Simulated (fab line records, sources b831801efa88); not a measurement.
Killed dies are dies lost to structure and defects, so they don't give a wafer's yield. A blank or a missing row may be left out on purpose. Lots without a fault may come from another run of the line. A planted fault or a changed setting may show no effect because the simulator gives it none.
Problem report in the 8D (eight disciplines) form, filled by code | flow gf180mcu | the parts of the form that need people (team, actions taken, sign-off) are left out

1. THE PROBLEM
bias_w at GF_V4_ETCH_17 reads a mean of 1566 W on 2 wafers of 1 lot; wafers without a fault read 1201 W with a standard deviation of 3.7. That is +99 standard deviations from the usual mean.
The step: etches SiO2 in C4F8/O2/Ar, stops on TiN, target depth 630 nm.
First seen on wafer L966.1, day 29 23:00, on rie_diel-01. The record holds 15 wafers of 5 lots with a number at this step. Rule for "out", or "out of limits": more than 4 standard deviations from the usual mean. The other wafers with a number count as sound.

2. WHAT IT IS AND WHAT IT IS NOT
question                    | is                | is not
which readings at this step | bias_w            | oes_product_au
which lots                  | L966              | L949, L962, L969, L971
which wafers of those lots  | L966.1, L966.6    | L966.5
read on which tools         | rie_diel-01       | rie_diel-02, rie_diel-03
when                        | from day 29 23:00 | up to then (7 sound wafers); but 6 sound wafers of L969, L971 came after

3. SUSPECTS, AND WHAT RULES EACH OUT
Counting: a tool at a process step up to the reading stays a suspect if it ran every lot that is out. Sound lots after the first of them don't rule it out here, since some wafers of a struck lot are sound.
- rie_diel-01 at GF_V4_ETCH_16 (etches BARC in N2/H2): kept. It ran the lot that is out, L966 (day 29 23:18); its last sound lot up to then is L962 (day 28 22:57).
- rie_diel-01 at GF_V4_ETCH_17 (etches SiO2 in C4F8/O2/Ar, stops on TiN, target depth 630 nm): kept. It ran the lot that is out, L966 (day 29 23:00); its last sound lot up to then is L962 (day 28 22:00). Its own readings are out on those wafers: bias_w.
- Within rie_diel-01 at GF_V4_ETCH_16: the wafers that are out ran in chamber 2; their sound lot-mates ran in chamber 1.
- Within rie_diel-01 at GF_V4_ETCH_17: the wafers that are out ran in chamber 2; their sound lot-mates ran in chamber 1.
Left after counting: rie_diel-01 at GF_V4_ETCH_16, rie_diel-01 at GF_V4_ETCH_17.

4. THE CAUSE (what the simulator had put in)
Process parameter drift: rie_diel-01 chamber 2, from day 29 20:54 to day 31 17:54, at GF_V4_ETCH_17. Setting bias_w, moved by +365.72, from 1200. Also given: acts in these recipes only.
Counting left 2 suspects, and this tool is among them.

5. THE CHAIN OF EFFECTS, in route order
Each row: a reading whose mean over the struck wafers that have a number lies more than 3 standard deviations from the usual. Only readings for which the record gives a usual standard deviation are gone through. hours: the time from each lot's start at the first step in this table that gives one to its start at this step, as a median over the lots. sigmas: the change in usual standard deviations.
hours | step          | reading | usual  | on struck wafers | change | sigmas
0     | GF_V4_ETCH_17 | bias_w  | 1201 W | 1566             | +364   | +99
The process steps in it:
- GF_V4_ETCH_17: etches SiO2 in C4F8/O2/Ar, stops on TiN, target depth 630 nm.

6. WHAT WOULD HAVE CAUGHT IT SOONER
In this record the first reading out of limits was taken at day 29 23:00, 2 hours after the fault began at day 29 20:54.
